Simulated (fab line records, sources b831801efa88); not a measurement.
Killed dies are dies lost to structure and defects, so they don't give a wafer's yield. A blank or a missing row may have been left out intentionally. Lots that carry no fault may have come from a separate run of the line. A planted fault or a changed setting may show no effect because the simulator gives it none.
fab line records	flow sky130
[record] lots = 15	wafers = 45	last_day = 50
route steps=708 shown VT_ADJUST_HVTP@91 SPACER@306 SD_P@327 SD_N@356
lots untouched by any fault: they come from a run of this same line in which no faults occurred
start_h: hours from the record's first day to the start of the lot's first wafer shown	wait_h: how many hours have passed since the lot's step before this one	" unchanged from the row above	L1.1+2: a row that stands for several wafers	- no value present, or no start provided	* or withheld: withheld	< > ~ a bound
route shown NAME@n: NAME is a module with steps in the file, n the number in the route of the first one	usual: the fault-free wafers' mean and standard deviation	same: alike in all rows	chamber/n: place in a boat	sites: readings site by site	_std_site: the values' standard deviation	_edge_site: mean of outer sites minus mean of inner sites	radius_mm: for every site, how far away it sits from the centre of the wafer	mask NAME#n: copy n	behind: the tool/chamber that last shaped the wafer	hold: cause of the lot's hold/its duration in hours/its outcome	device: the n, p or np transistor that did not switch	end of line: tests run on the same wafers once the route is complete	a step without rows: its recipe alone	killed: at the first sort, the dies lost to defects and structure; wafer yield is something else	map: a wafer's dies, marking killed ones x, the rest . and places with no die _
set.NAME: setting as actually run; set.NAME@STEP: the setting as run at that earlier step	model.NAME: the simulator's own value behind a step, which no gauge read
route steps across a sampled set of lots; one table per step, one row per wafer
services: from which hour (start_h, from the record's first day; less than 0 if before it) a tool's chamber was out of use, for how many hours, and why
[[steps]]
[step SKY_VT_ADJUST_HVTP_DEVELOP_06]
[recipe] resist = NOVOLAK	developer = TMAH	develop_time_s = 60	dev_temp_c = 23
[usual] chill_plate_temp_C = 23.01/0.097	develop_time_s = 60/0	resist_line_temp_C = 23.00/0.096
lot.wafer	tool	chamber	start_h	wait_h	chill_plate_temp_C	develop_time_s	resist_line_temp_C
L534.3	litho_track-02	0	121.60	0.1	23.20	60	22.98
L534.4	"	0	"	"	22.95	60	23.02
L534.5	"	0	"	"	23.06	60	22.80
L536.1	litho_track-03	0	132.17	0.1	23.09	60	23.13
L536.5	"	0	"	"	23.01	60	22.92
L536.6	"	0	"	"	22.99	60	22.95
L537.2	litho_track-03	0	142.39	0.1	22.76	60	23.01
L537.3	"	0	"	"	22.81	60	22.96
L537.5	"	0	"	"	22.96	60	22.85
L539.1	litho_track-04	0	154.30	0.1	23.07	60	23.02
L539.2	"	0	"	"	22.97	60	22.98
L539.6	"	0	"	"	22.98	60	22.99
L541.1	litho_track-02	0	166.00	0.1	22.95	60	22.99
L541.3	"	0	"	"	22.97	60	23.00
L541.5	"	0	"	"	22.97	60	22.91
L543.1	litho_track-03	-	180.57	0.1	-	-	-
L543.2	"	-	"	"	-	-	-
L543.3	"	-	"	"	-	-	-
L544.1	litho_track-02	-	184.25	0.1	-	-	-
L544.4	"	-	"	"	-	-	-
L544.6	"	-	"	"	-	-	-
L545.1	litho_track-04	-	198.05	0.1	-	-	-
L545.2	"	-	"	"	-	-	-
L545.6	"	-	"	"	-	-	-
L546.4	litho_track-02	0	200.72	0.1	23.17	60	22.83
L546.5	"	0	"	"	23.09	60	23.04
L546.6	"	0	"	"	23.06	60	22.89
L548.3	litho_track-04	0	204.70	0.1	23.17	60	23.10
L548.4	"	0	"	"	23.20	60	22.96
L548.6	"	0	"	"	23.05	60	23.06
L552.3	litho_track-03	0	243.87	0.1	22.97	60	23.09
L552.5	"	0	"	"	23.09	60	22.97
L552.6	"	0	"	"	23.18	60	23.09
L554.3	litho_track-02	0	250.94	0.1	23.19	60	23.08
L554.4	"	0	"	"	23.13	60	23.04
L554.6	"	0	"	"	23.05	60	23.08
L555.1	litho_track-02	0	258.29	0.1	23.03	60	23.08
L555.4	"	0	"	"	23.00	60	22.99
L555.6	"	0	"	"	22.94	60	23.12
L556.1	litho_track-03	0	259.42	0.1	22.89	60	23.07
L556.2	"	0	"	"	22.96	60	23.02
L556.5	"	0	"	"	22.95	60	23.12
L557.1	litho_track-03	0	274.87	0.1	22.98	60	22.86
L557.2	"	0	"	"	23.08	60	22.98
L557.4	"	0	"	"	23.06	60	22.96
[step SKY_SPACER_ETCHBACK_02]
[recipe] chemistry = CH3F/O2	target = Si3N4	stop_on = SiO2	source_w = 400	bias_w = 80	pressure_mtorr = 25	ch3f_flow_sccm = 40	O2_flow_sccm = 30	time_s = 46.7	target_depth_a = 450
[usual] drypump_motor_current_A = 5.6/0.38	oes_product_au = 0.852/0.0066	throttle_valve_pct = 10.562/0.0095
lot.wafer	tool	chamber	start_h	wait_h	drypump_motor_current_A	oes_product_au	rf_hours_counter_h	throttle_valve_pct
L534.3	rie_diel-04	1	527.38	0.0	6.2	0.856	14	10.554
L534.4	"	3	"	"	5.8	0.849	-	10.557
L534.5	"	0	"	"	5.6	0.844	-	10.563
L536.1	rie_diel-04	3	545.88	0.1	5.8	0.852	3	10.569
L536.5	"	2	"	"	6.1	0.853	-	10.578
L536.6	"	1	"	"	6.2	0.842	-	10.566
L537.2	rie_diel-03	2	555.39	0.0	5.4	0.855	35	10.553
L537.3	"	1	"	"	5.2	0.859	8	10.569
L537.5	"	0	"	"	6.2	0.853	-	10.560
L539.1	rie_diel-01	1	575.48	0.1	4.9	0.855	20	10.568
L539.2	"	2	"	"	5.4	0.863	8	10.583
L539.6	"	1	"	"	4.9	0.856	-	10.562
L541.1	rie_diel-03	3	600.58	0.1	5.4	0.860	3	10.569
L541.3	"	2	"	"	5.4	0.857	36	10.557
L541.5	"	2	"	"	5.4	0.855	-	10.571
L543.1	rie_diel-03	2	612.70	0.1	5.4	0.869	36	10.563
L543.2	"	0	"	"	6.2	0.865	6	10.597
L543.3	"	3	"	"	5.5	0.866	3	10.572
L544.1	rie_diel-03	2	621.94	0.1	5.4	0.857	36	10.559
L544.4	"	3	"	"	5.4	0.856	4	10.561
L544.6	"	1	"	"	5.2	0.856	-	10.555
L545.1	rie_diel-04	1	631.85	0.1	6.2	0.856	16	10.551
L545.2	"	0	"	"	5.6	0.851	10	10.570
L545.6	"	2	"	"	6.1	0.851	-	10.551
L546.4	rie_diel-04	3	633.06	0.0	5.9	0.855	5	10.576
L546.5	"	0	"	"	5.5	0.864	-	10.578
L546.6	"	3	"	"	5.8	0.859	-	10.551
L548.3	rie_diel-01	3	650.48	0.0	5.7	0.848	2	10.562
L548.4	"	2	"	"	5.4	0.842	10	10.534
L548.6	"	3	"	"	5.7	0.850	-	10.565
L552.3	rie_diel-04	1	688.11	0.0	6.2	0.847	17	10.571
L552.5	"	2	"	"	6.1	0.844	-	10.563
L552.6	"	3	"	"	5.9	0.842	-	10.559
L554.3	rie_diel-01	1	696.35	0.0	4.9	0.841	23	10.561
L554.4	"	3	"	"	5.7	0.847	-	10.578
L554.6	"	2	"	"	5.4	0.847	-	10.559
L555.1	rie_diel-03	1	710.33	0.1	5.2	0.850	10	10.579
L555.4	"	0	"	"	6.2	0.841	7	10.572
L555.6	"	2	"	"	5.4	0.852	-	10.545
L556.1	rie_diel-01	2	711.54	0.1	5.4	0.852	12	10.569
L556.2	"	1	"	"	4.9	0.852	23	10.556
L556.5	"	2	"	"	5.4	0.847	-	10.566
L557.1	rie_diel-03	1	718.76	0.1	5.2	0.851	11	10.567
L557.2	"	0	"	"	6.2	0.852	8	10.561
L557.4	"	2	"	"	5.4	0.852	38	10.557
[step SKY_SD_P_CD_MEAS_07]
[recipe] target_cd_nm = 380
[usual] cd_nm = 379.8/2.9
lot.wafer	tool	chamber	start_h	wait_h	cd_nm
L534.3	cd_sem-01	-	587.28	0.1	379.5
L534.4	"	-	"	"	378.5
L534.5	"	-	"	"	376.6
L536.1	cd_sem-01	-	604.42	0.1	377.6
L536.5	"	-	"	"	378.5
L536.6	"	-	"	"	377.0
L537.2	cd_sem-02	-	613.56	0.1	375.8
L537.3	"	-	"	"	376.8
L537.5	"	-	"	"	372.6
L539.1	cd_sem-01	-	633.77	0.1	384.5
L539.2	"	-	"	"	379.9
L539.6	"	-	"	"	382.2
L541.1	cd_sem-02	-	657.14	0.1	382.8
L541.3	"	-	"	"	385.5
L541.5	"	-	"	"	384.3
L543.1	cd_sem-02	-	671.20	0.1	379.9
L543.2	"	-	"	"	381.6
L543.3	"	-	"	"	380.9
L544.1	cd_sem-02	-	678.74	0.1	377.7
L544.4	"	-	"	"	377.7
L544.6	"	-	"	"	376.5
L545.1	cd_sem-01	-	688.20	0.1	379.0
L545.2	"	-	"	"	378.4
L545.6	"	-	"	"	376.8
L546.4	cd_sem-01	-	689.45	0.1	381.8
L546.5	"	-	"	"	381.7
L546.6	"	-	"	"	380.8
L548.3	cd_sem-02	-	707.59	0.1	379.0
L548.4	"	-	"	"	380.6
L548.6	"	-	"	"	380.5
L552.3	cd_sem-01	-	742.88	0.1	384.3
L552.5	"	-	"	"	385.2
L552.6	"	-	"	"	384.9
L554.3	cd_sem-02	-	752.09	0.1	383.6
L554.4	"	-	"	"	382.4
L554.6	"	-	"	"	383.3
L555.1	cd_sem-02	-	766.82	0.1	383.4
L555.4	"	-	"	"	382.7
L555.6	"	-	"	"	383.1
L556.1	cd_sem-02	-	767.59	0.1	376.1
L556.2	"	-	"	"	376.1
L556.5	"	-	"	"	374.7
L557.1	cd_sem-01	-	774.10	0.1	382.0
L557.2	"	-	"	"	380.5
L557.4	"	-	"	"	378.4
[step SKY_SD_N_RTA_14]
[recipe] temp_c = 1075	time_s = 2	idle_temp_c = 650	ramp_up_c_per_s = 150	ramp_down_c_per_s = 90	ambient = N2
[usual] anneal_temp_c_max = 1079.8/0.9	lamp_power_pct = 15.74/0.054	wafer_temp_C_max = 1078.1/1.4
lot.wafer	tool	chamber	start_h	wait_h	anneal_temp_c_max	lamp_power_pct	wafer_temp_C_max
L534.3	rtp_anneal-01	0	645.43	0.0	1081.2	15.80	1079.0
L534.4	"	0	"	"	1080.4	15.76	1079.9
L534.5	"	0	"	"	1079.3	15.79	1078.6
L536.1	rtp_anneal-02	0	662.40	0.0	1078.8	15.79	1076.5
L536.5	"	0	"	"	1080.6	15.69	1076.8
L536.6	"	0	"	"	1078.1	15.78	1075.7
L537.2	rtp_anneal-01	0	672.26	0.0	1081.1	15.77	1077.6
L537.3	"	0	"	"	1080.4	15.77	1078.4
L537.5	"	0	"	"	1080.8	15.78	1078.1
L539.1	rtp_anneal-02	0	690.78	0.0	1078.7	15.87	1080.2
L539.2	"	0	"	"	1079.5	15.72	1078.3
L539.6	"	0	"	"	1078.6	15.75	1078.6
L541.1	rtp_anneal-01	0	714.93	0.0	1077.7	15.81	1078.5
L541.3	"	0	"	"	1080.5	15.71	1076.1
L541.5	"	0	"	"	1079.5	15.70	1077.4
L543.1	rtp_anneal-01	0	727.75	0.0	1080.7	15.72	1078.3
L543.2	"	0	"	"	1080.1	15.66	1079.1
L543.3	"	0	"	"	1080.4	15.71	1074.4
L544.1	rtp_anneal-02	0	736.33	0.0	1080.4	15.70	1078.6
L544.4	"	0	"	"	1079.3	15.69	1077.9
L544.6	"	0	"	"	1079.5	15.76	1077.9
L545.1	rtp_anneal-01	0	745.33	0.0	1080.7	15.69	1077.9
L545.2	"	0	"	"	1080.4	15.85	1079.0
L545.6	"	0	"	"	1080.5	15.63	1075.8
L546.4	rtp_anneal-02	0	746.74	0.0	1079.5	15.81	1077.3
L546.5	"	0	"	"	1079.5	15.76	1078.8
L546.6	"	0	"	"	1079.5	15.75	1080.3
L548.3	rtp_anneal-02	0	764.95	0.0	1079.8	15.71	1077.6
L548.4	"	0	"	"	1079.9	15.66	1078.1
L548.6	"	0	"	"	1080.7	15.74	1078.4
L552.3	rtp_anneal-02	0	798.07	0.0	1078.7	15.81	1078.0
L552.5	"	0	"	"	1080.1	15.69	1078.8
L552.6	"	0	"	"	1078.6	15.69	1077.1
L554.3	rtp_anneal-02	0	806.17	0.0	1079.5	15.80	1079.0
L554.4	"	0	"	"	1079.2	15.80	1079.2
L554.6	"	0	"	"	1080.2	15.74	1077.9
L555.1	rtp_anneal-01	0	821.63	0.0	1081.2	15.72	1079.2
L555.4	"	0	"	"	1081.3	15.79	1079.7
L555.6	"	0	"	"	1079.6	15.83	1076.2
L556.1	rtp_anneal-02	0	822.69	0.0	1079.7	15.73	1078.3
L556.2	"	0	"	"	1080.4	15.80	1076.8
L556.5	"	0	"	"	1080.3	15.71	1076.2
L557.1	rtp_anneal-02	0	828.00	0.0	1080.8	15.78	1077.9
L557.2	"	0	"	"	1080.7	15.71	1077.3
L557.4	"	0	"	"	1079.9	15.79	1079.8
[[services]]
tool	chamber	start_h	hours	kind
rie_diel-03	3	139.12	3.6	repair
rie_diel-03	2	155.81	6.4	repair
rie_diel-03	1	157.87	6.3	repair
rie_diel-03	0	159.79	3.9	repair
rie_diel-03	3	246.40	24.7	repair
rie_diel-04	3	276.95	7.1	repair
rie_diel-03	1	317.75	3.0	repair
rie_diel-03	1	339.90	5.9	repair
rie_diel-04	3	350.49	9.2	repair
rtp_anneal-02	-	389.76	3.0	pm
rie_diel-04	3	407.66	7.9	repair
rie_diel-04	0	446.55	10.1	repair
rie_diel-03	2	484.35	4.4	repair
rtp_anneal-01	-	485.88	1.4	pm
rie_diel-04	2	489.63	2.4	repair
rie_diel-03	-	514.72	2.8	pm
rie_diel-03	3	518.72	20.3	repair
rie_diel-03	0	521.68	13.8	repair
rie_diel-03	2	523.24	2.6	repair
rtp_anneal-01	-	531.87	3.2	pm
rie_diel-04	-	592.18	1.5	repair
rie_diel-03	-	676.30	1.8	repair
rie_diel-04	-	714.89	14.6	pm
rie_diel-04	0	775.09	14.6	repair
[[key]]
[first_sign] step = SKY_VT_ADJUST_HVTP_DEVELOP_06	reading = tool_record	direction = missing
effect none on later readings
met_at SKY_VT_ADJUST_HVTP_DEVELOP_06
struck_lots L543,L544,L545
sort_left_out L543.1,L543.2,L543.3,L544.1,L544.4,L544.6,L545.1,L545.2,L545.6
tester_left_out L543,L544,L545
not_acting_at SKY_SPACER_ETCHBACK_02,SKY_SD_P_CD_MEAS_07,SKY_SD_N_RTA_14
onset_between 166.00 180.57
[fault] kind = skipped_step_whole	tool = litho_track-02,litho_track-03,litho_track-04	chamber = -	onset_h = 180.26	steps = SKY_VT_ADJUST_HVTP_DEVELOP_06	scope = struck_lots_only
// tester_left_out: of these lots the tester's yield and bins aren't shown, on N5 and GAA mostly nor the transistor test; their killed dies are dies lost to structure and defects alone, not to doping, threshold or leakage, so they don't give the yield
// sort_left_out: the simulated sort isn't trusted on such a fault, so these wafers' sort isn't shown, and their yield isn't known
